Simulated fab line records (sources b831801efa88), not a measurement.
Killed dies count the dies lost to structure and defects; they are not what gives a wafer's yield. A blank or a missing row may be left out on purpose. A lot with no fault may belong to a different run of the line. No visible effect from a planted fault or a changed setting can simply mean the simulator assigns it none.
The tool behind it: which one? -- flow sky130 -- Sampling: 13 lots, 39 wafers, 5 of 708 route steps

== WHAT THE GAUGES SHOWED, per wafer ==
The record holds no reading of a measuring or inspecting step that can be judged against a usual standard deviation.

== WHAT TOOL EACH LOT RAN ON (gives the tool, then ch and the chambers of the sampled wafers, and finally the start) ==
lot,SKY_SD_N_CLEAN_13,SKY_LOCAL_INTERCONNECT_ETCH_13,SKY_CONTACT_CMP_04,SKY_CONTACT_SPUTTER_23,SKY_PAD_OPEN_PROBE_99
L747,"wetBench-02 ch 1, day 28 00:56","rieMetal-01 ch 0,1, day 30 11:39","cmp-02 ch 1,2,3, day 30 12:35","pvdSputter-03, day 31 17:01",-
L748,"wetBench-02 ch 2, day 28 01:34","rieMetal-02 ch 0, day 30 12:40","cmp-02 ch 1,2,3, day 30 13:43","pvdSputter-03, day 31 18:12",-
L749,"wetBench-01 ch 0, day 28 17:56","rieMetal-03 ch 1, day 31 05:31","cmp-02 ch 0,2,3, day 31 06:56","pvdSputter-03, day 32 11:20",-
L750,"wetBench-02 ch 0, day 29 02:10","rieMetal-01 ch 0, day 31 12:18","cmp-01 ch 1,2, day 31 13:16","pvdSputter-04, day 32 17:20",-
L751,"wetBench-01 ch 3, day 29 04:26","rieMetal-02 ch 0, day 31 14:43","cmp-02 ch 2,3, day 31 15:42","pvdSputter-03, day 32 19:27",-
L754,"wetBench-01 ch 0, day 31 01:27","rieMetal-02 ch 0,1, day 33 10:14","cmp-01 ch 0,1,2, day 33 11:11","pvdSputter-04, day 34 15:46",-
L757,"wetBench-01 ch 0, day 31 12:32","rieMetal-03 ch 0, day 33 21:13","cmp-02 ch 0,1,2, day 33 22:39","pvdSputter-03, day 35 02:26",-
L758,"wetBench-02 ch 0, day 32 01:17","rieMetal-01 ch 0,1, day 34 09:03","cmp-01 ch 0,1,3, day 34 10:36","pvdSputter-01, day 35 14:12",-
L766,"wetBench-01 ch 0, day 34 09:08","rieMetal-03 ch 0,1, day 36 16:36","cmp-01 ch 0,1,2, day 36 17:40","pvdSputter-04, day 37 20:35",-
L767,"wetBench-01 ch 2, day 34 09:26","rieMetal-01 ch 0,1, day 36 17:25","cmp-01 ch 1,2, day 36 18:28","pvdSputter-04, day 37 21:43","prober-02, day 50 07:40"
L768,"wetBench-01 ch 3, day 34 15:46","rieMetal-03 ch 0,1, day 36 23:43","cmp-01 ch 0,3, day 37 00:49","pvdSputter-04, day 38 04:07",-
L769,"wetBench-02 ch 1, day 34 21:37","rieMetal-01 ch 0,1, day 37 04:53","cmp-01 ch 1,2,3, day 37 05:51","pvdSputter-01, day 38 09:18",-
L770,"wetBench-02 ch 2, day 35 09:58","rieMetal-01 ch 0,1, day 37 17:18","cmp-01 ch 0,2,3, day 37 18:14","pvdSputter-01, day 38 20:41",-
- SKY_SD_N_CLEAN_13: cleans in SC1/SC2, time 150 s.
- SKY_LOCAL_INTERCONNECT_ETCH_13: etches BARC in N2/H2, stops on SiO2, time 45.9 s, target depth 60 nm.
- SKY_CONTACT_CMP_04: polishes SiO2.
- SKY_CONTACT_SPUTTER_23: material TiN, target thk 20 nm, time 80 s.
- SKY_PAD_OPEN_PROBE_99

== AS READ BY THE TOOLS THEMSELVES (means over the sampled wafers that have a number; for cases with no such wafer, the mark the record gives instead) ==
SKY_SD_N_CLEAN_13. Usual: runLengthS 178 s, standard deviation 3.8; tempC 69.99 C, standard deviation 0.13.
lot,tool,runLengthS (s),tempC (C),flag
L747,wetBench-02,175,70.28,
L748,wetBench-02,176,69.78,
L749,wetBench-01,183,70.09,
L750,wetBench-02,175,69.86,
L751,wetBench-01,175,70.07,
L754,wetBench-01,185,69.97,
L757,wetBench-01,177,69.99,
L758,wetBench-02,175,69.89,
L766,wetBench-01,77,69.95,OFF
L767,wetBench-01,75,70.02,OFF
L768,wetBench-01,83,70.08,OFF
L769,wetBench-02,183,70.08,
L770,wetBench-02,176,69.74,

SKY_LOCAL_INTERCONNECT_ETCH_13. Usual: drypumpMotorCurrentA 5.9 A, standard deviation 0.57; oesProductAu 0.855 a.u., standard deviation 0.0046; throttleValvePct 13.224 %, standard deviation 0.009.
lot,tool,drypumpMotorCurrentA (A),oesProductAu (a.u.),throttleValvePct (%),flag
L747,rieMetal-01,6.2,0.856,13.225,
L748,rieMetal-02,6.1,0.856,13.226,
L749,rieMetal-03,5.0,0.855,13.225,
L750,rieMetal-01,5.4,0.856,13.218,
L751,rieMetal-02,6.1,0.854,13.226,
L754,rieMetal-02,6.0,0.856,13.226,
L757,rieMetal-03,6.4,0.860,13.225,
L758,rieMetal-01,6.2,0.856,13.224,
L766,rieMetal-03,5.5,0.850,13.217,
L767,rieMetal-01,6.2,0.857,13.224,
L768,rieMetal-03,5.5,0.856,13.220,
L769,rieMetal-01,6.2,0.859,13.231,
L770,rieMetal-01,6.2,0.859,13.223,

SKY_CONTACT_CMP_04. Usual: motorCurrentA 11.9 A, standard deviation 1.3; timeToEndpointS 81 s, standard deviation 5.3.
lot,tool,motorCurrentA (A),timeToEndpointS (s),flag
L747,cmp-02,12.8,85,
L748,cmp-02,13.0,83,
L749,cmp-02,12.6,85,
L750,cmp-01,10.9,80,
L751,cmp-02,13.1,83,
L754,cmp-01,11.0,79,
L757,cmp-02,11.9,87,
L758,cmp-01,11.6,77,
L766,cmp-01,11.3,79,
L767,cmp-01,10.8,76,
L768,cmp-01,12.0,77,
L769,cmp-01,10.9,82,
L770,cmp-01,11.4,80,

SKY_CONTACT_SPUTTER_23. Usual: throttleValvePct reads 30.3 % (standard deviation 0.69).
lot,tool,throttleValvePct (%),flag
L747,pvdSputter-03,31.1,
L748,pvdSputter-03,31.0,
L749,pvdSputter-03,30.8,
L750,pvdSputter-04,30.1,
L751,pvdSputter-03,31.0,
L754,pvdSputter-04,30.0,
L757,pvdSputter-03,30.9,
L758,pvdSputter-01,30.0,
L766,pvdSputter-04,30.1,
L767,pvdSputter-04,30.0,
L768,pvdSputter-04,29.8,
L769,pvdSputter-01,29.9,
L770,pvdSputter-01,30.1,

SKY_PAD_OPEN_PROBE_99. Usual: killed_at_M0_to_M3 43, standard deviation 6.6; killed_at_M4_up 3.0, standard deviation 1.7; killedAtContacts 24, standard deviation 5.4; killedAtFrontEnd 16, standard deviation 4.6; killedAtOther 0.3, standard deviation 0.53; killedDies 87, standard deviation 9.7; killedOpen 47, standard deviation 7.3; killedShort 39, standard deviation 6.5.
lot,tool,killed_at_M0_to_M3,killed_at_M4_up,killedAtContacts,killedAtFrontEnd,killedAtOther,killedDies,killedOpen,killedShort,flag
L767,prober-02,37,1.0,15,19,0.0,72,38,34,

== THE ANSWER, worked out from the rows above alone ==
Rule: take the mean of a lot's wafers that have a number; if it is more than 3 standard deviations from the usual mean, the lot is off. Also off: a lot with no number at a reading for which 4 or more lots have one. All remaining lots with rows at the step are treated as sound. Order of review: gauges by route order, followed by the tools' own readings, for which a lot's mean as printed above is used. At the first step where some lot is off, the reading lying furthest off is the one used; lots without a number count as furthest.
Off: L766, L767, L768, at SKY_SD_N_CLEAN_13 (runLengthS).
A tool fits if, at that step or a process step before it, it ran every lot that is off, and no sound lot after the first of them. One fits: wetBench-01 at SKY_SD_N_CLEAN_13. A fault onset in the window from L757 (day 31 12:32, its last sound lot) to L766 (day 34 09:08, its first lot off) fits.
On the lots that are off, the tool's own readings at SKY_SD_N_CLEAN_13 differ by more than 5 times the standard deviation of the sound lots' means, which bears it out; runLengthS reads 78 s there versus 178 s on the sound lots.

== WHAT WAS PUT IN BY THE SIMULATOR ==
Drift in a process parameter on wetBench-01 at SKY_SD_N_CLEAN_13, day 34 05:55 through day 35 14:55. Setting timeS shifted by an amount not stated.
Lots struck among those shown: L766, L767, L768. This agrees with what the rule above found.
